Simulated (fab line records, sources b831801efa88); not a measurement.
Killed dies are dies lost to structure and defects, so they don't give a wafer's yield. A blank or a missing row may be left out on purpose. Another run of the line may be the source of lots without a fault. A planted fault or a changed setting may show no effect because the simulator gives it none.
Which tool is to blame? || flow sky130 || 13 lots, 39 wafers sampled, at 5 steps of a route of 708

== WHAT EACH GAUGE READ, for each wafer ==
SKY_VT_ADJUST_HVTR_OVL_MEAS_08. Usual: VT_ADJUST_HVTR_OVL typically reads -0.9 nm, with standard deviation 1.2.
{"lot": "L287", "measured": "day 9 08:16", "on": "overlay-02", "VT_ADJUST_HVTR_OVL (nm)": "0.8 0.3 1.0", "flag": ""}
{"lot": "L289", "measured": "day 9 22:10", "on": "overlay-02", "VT_ADJUST_HVTR_OVL (nm)": "-1.9 -0.5 -1.7", "flag": ""}
{"lot": "L293", "measured": "day 11 03:28", "on": "overlay-02", "VT_ADJUST_HVTR_OVL (nm)": "-2.2 -2.4 -2.8", "flag": ""}
{"lot": "L294", "measured": "day 11 12:22", "on": "overlay-01", "VT_ADJUST_HVTR_OVL (nm)": "0.2 0.7 0.5", "flag": ""}
{"lot": "L295", "measured": "day 11 20:34", "on": "overlay-01", "VT_ADJUST_HVTR_OVL (nm)": "-0.8 -1.2 -0.2", "flag": ""}
{"lot": "L296", "measured": "day 12 13:43", "on": "overlay-02", "VT_ADJUST_HVTR_OVL (nm)": "-2.6 -0.2 -0.2", "flag": ""}
{"lot": "L298", "measured": "day 12 18:04", "on": "overlay-01", "VT_ADJUST_HVTR_OVL (nm)": "0.7 1.1 1.5", "flag": ""}
{"lot": "L301", "measured": "day 14 17:40", "on": "overlay-02", "VT_ADJUST_HVTR_OVL (nm)": "-0.8 -2.0 -1.1", "flag": ""}
{"lot": "L303", "measured": "day 14 20:37", "on": "overlay-01", "VT_ADJUST_HVTR_OVL (nm)": "-2.0 -0.3 -1.0", "flag": ""}
{"lot": "L302", "measured": "day 14 21:34", "on": "overlay-02", "VT_ADJUST_HVTR_OVL (nm)": "0.1 0.1 2.2", "flag": ""}
{"lot": "L304", "measured": "day 15 02:45", "on": "overlay-01", "VT_ADJUST_HVTR_OVL (nm)": "1.4 -0.3 0.8", "flag": ""}
{"lot": "L305", "measured": "day 15 06:33", "on": "overlay-01", "VT_ADJUST_HVTR_OVL (nm)": "-1.9 -2.1 -3.1", "flag": ""}
{"lot": "L310", "measured": "day 16 21:42", "on": "overlay-01", "VT_ADJUST_HVTR_OVL (nm)": "-3.4 -3.0 -1.6", "flag": ""}

SKY_SONOS_TUNNEL_TW_MEAS_12. Usual: SONOS_TUNNEL_TW typically reads 195, with standard deviation 3.4.
{"lot": "L287", "measured": "day 11 04:45", "on": "film metro-04", "SONOS_TUNNEL_TW": "196 195 196", "flag": ""}
{"lot": "L289", "measured": "day 11 20:15", "on": "film metro-04", "SONOS_TUNNEL_TW": "195 195 196", "flag": ""}
{"lot": "L293", "measured": "day 13 04:25", "on": "film metro-03", "SONOS_TUNNEL_TW": "200 200 201", "flag": ""}
{"lot": "L294", "measured": "day 13 14:44", "on": "film metro-01", "SONOS_TUNNEL_TW": "190 190 190", "flag": ""}
{"lot": "L295", "measured": "day 13 23:19", "on": "film metro-01", "SONOS_TUNNEL_TW": "190 191 189", "flag": ""}
{"lot": "L296", "measured": "day 14 17:49", "on": "film metro-01", "SONOS_TUNNEL_TW": "188 189 188", "flag": ""}
{"lot": "L298", "measured": "day 14 22:55", "on": "film metro-03", "SONOS_TUNNEL_TW": "200 199 198", "flag": ""}
{"lot": "L301", "measured": "day 17 01:08", "on": "film metro-04", "SONOS_TUNNEL_TW": "195 196 196", "flag": ""}
{"lot": "L303", "measured": "day 17 04:17", "on": "film metro-03", "SONOS_TUNNEL_TW": "200 199 200", "flag": ""}
{"lot": "L302", "measured": "day 17 04:50", "on": "film metro-01", "SONOS_TUNNEL_TW": "192 192 192", "flag": ""}
{"lot": "L304", "measured": "day 17 10:46", "on": "film metro-04", "SONOS_TUNNEL_TW": "196 196 197", "flag": ""}
{"lot": "L305", "measured": "day 17 15:36", "on": "film metro-04", "SONOS_TUNNEL_TW": "195 196 196", "flag": ""}
{"lot": "L310", "measured": "day 19 09:38", "on": "film metro-04", "SONOS_TUNNEL_TW": "192 192 193", "flag": ""}

SKY_SONOS_ONO_OVL_MEAS_14. Usual: SONOS_ONO_OVL typically reads -0.3 nm, with standard deviation 1.2.
{"lot": "L287", "measured": "day 12 08:35", "on": "overlay-01", "SONOS_ONO_OVL (nm)": "-2.6 -3.1 -1.3", "flag": ""}
{"lot": "L289", "measured": "day 13 03:40", "on": "overlay-01", "SONOS_ONO_OVL (nm)": "0.3 1.5 0.0", "flag": ""}
{"lot": "L293", "measured": "day 14 12:48", "on": "overlay-01", "SONOS_ONO_OVL (nm)": "-2.4 -1.9 -2.4", "flag": ""}
{"lot": "L294", "measured": "day 14 22:25", "on": "overlay-01", "SONOS_ONO_OVL (nm)": "-0.7 0.6 -0.2", "flag": ""}
{"lot": "L295", "measured": "day 15 07:37", "on": "overlay-01", "SONOS_ONO_OVL (nm)": "-0.9 -1.0 -0.8", "flag": ""}
{"lot": "L296", "measured": "day 16 02:37", "on": "overlay-02", "SONOS_ONO_OVL (nm)": "-1.8 -1.7 -1.6", "flag": ""}
{"lot": "L298", "measured": "day 16 08:46", "on": "overlay-01", "SONOS_ONO_OVL (nm)": "-0.1 0.1 -0.8", "flag": ""}
{"lot": "L301", "measured": "day 18 15:49", "on": "overlay-02", "SONOS_ONO_OVL (nm)": "-0.9 -1.4 -0.7", "flag": ""}
{"lot": "L303", "measured": "day 18 18:16", "on": "overlay-02", "SONOS_ONO_OVL (nm)": "-0.5 0.4 -0.4", "flag": ""}
{"lot": "L302", "measured": "day 18 17:52", "on": "overlay-02", "SONOS_ONO_OVL (nm)": "-2.4 -2.1 -1.9", "flag": ""}
{"lot": "L304", "measured": "day 18 21:06", "on": "overlay-02", "SONOS_ONO_OVL (nm)": "0.5 0.1 1.4", "flag": ""}
{"lot": "L305", "measured": "day 19 03:13", "on": "overlay-01", "SONOS_ONO_OVL (nm)": "0.2 -1.8 -0.2", "flag": ""}
{"lot": "L310", "measured": "day 21 09:47", "on": "overlay-01", "SONOS_ONO_OVL (nm)": "-0.8 -1.8 -0.6", "flag": ""}

SKY_GATE_OXIDE_THK_MEAS_02. Usual: GATE_OXIDE_OXIDATION_00_THK typically reads 10.26 nm, with standard deviation 0.2.
{"lot": "L287", "measured": "day 12 10:48", "on": "film metro-03", "GATE_OXIDE_OXIDATION_00_THK (nm)": "9.81 10.00 9.84", "flag": ""}
{"lot": "L289", "measured": "day 13 06:58", "on": "film metro-02", "GATE_OXIDE_OXIDATION_00_THK (nm)": "10.21 10.02 10.28", "flag": ""}
{"lot": "L293", "measured": "day 14 18:20", "on": "film metro-02", "GATE_OXIDE_OXIDATION_00_THK (nm)": "10.44 10.65 10.60", "flag": ""}
{"lot": "L294", "measured": "day 15 02:35", "on": "film metro-04", "GATE_OXIDE_OXIDATION_00_THK (nm)": "10.10 10.32 10.32", "flag": ""}
{"lot": "L295", "measured": "day 15 09:50", "on": "film metro-04", "GATE_OXIDE_OXIDATION_00_THK (nm)": "10.04 9.97 10.20", "flag": ""}
{"lot": "L296", "measured": "day 16 04:23", "on": "film metro-02", "GATE_OXIDE_OXIDATION_00_THK (nm)": "10.12 10.16 10.11", "flag": ""}
{"lot": "L298", "measured": "day 16 10:32", "on": "film metro-02", "GATE_OXIDE_OXIDATION_00_THK (nm)": "10.05 10.08 10.12", "flag": ""}
{"lot": "L301", "measured": "day 18 18:10", "on": "film metro-03", "GATE_OXIDE_OXIDATION_00_THK (nm)": "12.37 12.52 12.42", "flag": "OFF"}
{"lot": "L303", "measured": "day 18 20:22", "on": "film metro-03", "GATE_OXIDE_OXIDATION_00_THK (nm)": "10.56 10.51 10.57", "flag": ""}
{"lot": "L302", "measured": "day 18 20:23", "on": "film metro-04", "GATE_OXIDE_OXIDATION_00_THK (nm)": "10.34 10.28 10.29", "flag": ""}
{"lot": "L304", "measured": "day 18 22:52", "on": "film metro-02", "GATE_OXIDE_OXIDATION_00_THK (nm)": "12.55 12.60 12.51", "flag": "OFF"}
{"lot": "L305", "measured": "day 19 05:01", "on": "film metro-04", "GATE_OXIDE_OXIDATION_00_THK (nm)": "12.28 12.68 12.57", "flag": "OFF"}
{"lot": "L310", "measured": "day 21 11:34", "on": "film metro-04", "GATE_OXIDE_OXIDATION_00_THK (nm)": "10.35 10.56 10.60", "flag": ""}

== WHAT TOOL EACH LOT RAN ON (gives the tool, then ch and the chambers of the sampled wafers, and finally the start) ==
{"lot": "L287", "SKY_GATE_OXIDE_OXIDATION_01": "furnace-02 ch 0, day 12 09:23"}
{"lot": "L289", "SKY_GATE_OXIDE_OXIDATION_01": "furnace-01 ch 0, day 13 05:34"}
{"lot": "L293", "SKY_GATE_OXIDE_OXIDATION_01": "furnace-02 ch 0, day 14 16:55"}
{"lot": "L294", "SKY_GATE_OXIDE_OXIDATION_01": "furnace-02 ch 0, day 15 01:09"}
{"lot": "L295", "SKY_GATE_OXIDE_OXIDATION_01": "furnace-02 ch 0, day 15 08:26"}
{"lot": "L296", "SKY_GATE_OXIDE_OXIDATION_01": "furnace-02 ch 0, day 16 02:58"}
{"lot": "L298", "SKY_GATE_OXIDE_OXIDATION_01": "furnace-02 ch 0, day 16 09:07"}
{"lot": "L301", "SKY_GATE_OXIDE_OXIDATION_01": "furnace-02 ch 0, day 18 16:44"}
{"lot": "L303", "SKY_GATE_OXIDE_OXIDATION_01": "furnace-01 ch 0, day 18 18:57"}
{"lot": "L302", "SKY_GATE_OXIDE_OXIDATION_01": "furnace-01 ch 0, day 18 18:57"}
{"lot": "L304", "SKY_GATE_OXIDE_OXIDATION_01": "furnace-02 ch 0, day 18 21:27"}
{"lot": "L305", "SKY_GATE_OXIDE_OXIDATION_01": "furnace-02 ch 0, day 19 03:37"}
{"lot": "L310", "SKY_GATE_OXIDE_OXIDATION_01": "furnace-01 ch 0, day 21 10:10"}
- SKY_GATE_OXIDE_OXIDATION_01: stabilise 600 s, purge 300 s, target thk 10.268 nm.

== AS READ BY THE TOOLS THEMSELVES (means over the sampled wafers that have a number; for cases with no such wafer, the mark the record gives instead) ==
SKY_GATE_OXIDE_OXIDATION_01. Usual: zone power upper pct 23 %, standard deviation 3.3.
{"lot": "L287", "tool": "furnace-02", "zone power upper pct (%)": 25, "flag": ""}
{"lot": "L289", "tool": "furnace-01", "zone power upper pct (%)": 17, "flag": ""}
{"lot": "L293", "tool": "furnace-02", "zone power upper pct (%)": 25, "flag": ""}
{"lot": "L294", "tool": "furnace-02", "zone power upper pct (%)": 25, "flag": ""}
{"lot": "L295", "tool": "furnace-02", "zone power upper pct (%)": 25, "flag": ""}
{"lot": "L296", "tool": "furnace-02", "zone power upper pct (%)": 25, "flag": ""}
{"lot": "L298", "tool": "furnace-02", "zone power upper pct (%)": 25, "flag": ""}
{"lot": "L301", "tool": "furnace-02", "zone power upper pct (%)": 25, "flag": ""}
{"lot": "L303", "tool": "furnace-01", "zone power upper pct (%)": 17, "flag": ""}
{"lot": "L302", "tool": "furnace-01", "zone power upper pct (%)": 17, "flag": ""}
{"lot": "L304", "tool": "furnace-02", "zone power upper pct (%)": 25, "flag": ""}
{"lot": "L305", "tool": "furnace-02", "zone power upper pct (%)": 25, "flag": ""}
{"lot": "L310", "tool": "furnace-01", "zone power upper pct (%)": 17, "flag": ""}

== THE ANSWER, worked out from the rows above alone ==
Rule: take the mean of a lot's wafers that have a number; if it is more than 3 standard deviations from the usual mean, the lot is off. A lot without any number at a reading at which 4 lots or more have one is off too. All remaining lots with rows at the step are treated as sound. Order of review: gauges by route order, followed by the tools' own readings, for which a lot's mean as printed above is used. The first step at which some lot is off is used, and at that step the reading that is off furthest; a lot without a number counts as furthest.
Off: L301, L304, L305, at SKY_GATE_OXIDE_THK_MEAS_02 (GATE_OXIDE_OXIDATION_00_THK).
A tool fits if, at a process step before that reading, it ran every lot that is off, and no sound lot after the first of them. Those tools and the gauges at SKY_GATE_OXIDE_THK_MEAS_02 are tried in the same way. One candidate fits, namely furnace-02 at SKY_GATE_OXIDE_OXIDATION_01. Its last sound lot is L298 (day 16 09:07), its first lot that is off L301 (day 18 16:44): a fault that began between those two fits.

== WHAT THE SIMULATOR HAD PUT IN ==
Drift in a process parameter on furnace-02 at SKY_GATE_OXIDE_OXIDATION_01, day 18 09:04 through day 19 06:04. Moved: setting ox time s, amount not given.
Struck lots among those shown: L301, L304, L305. The rule given above showed the same thing.
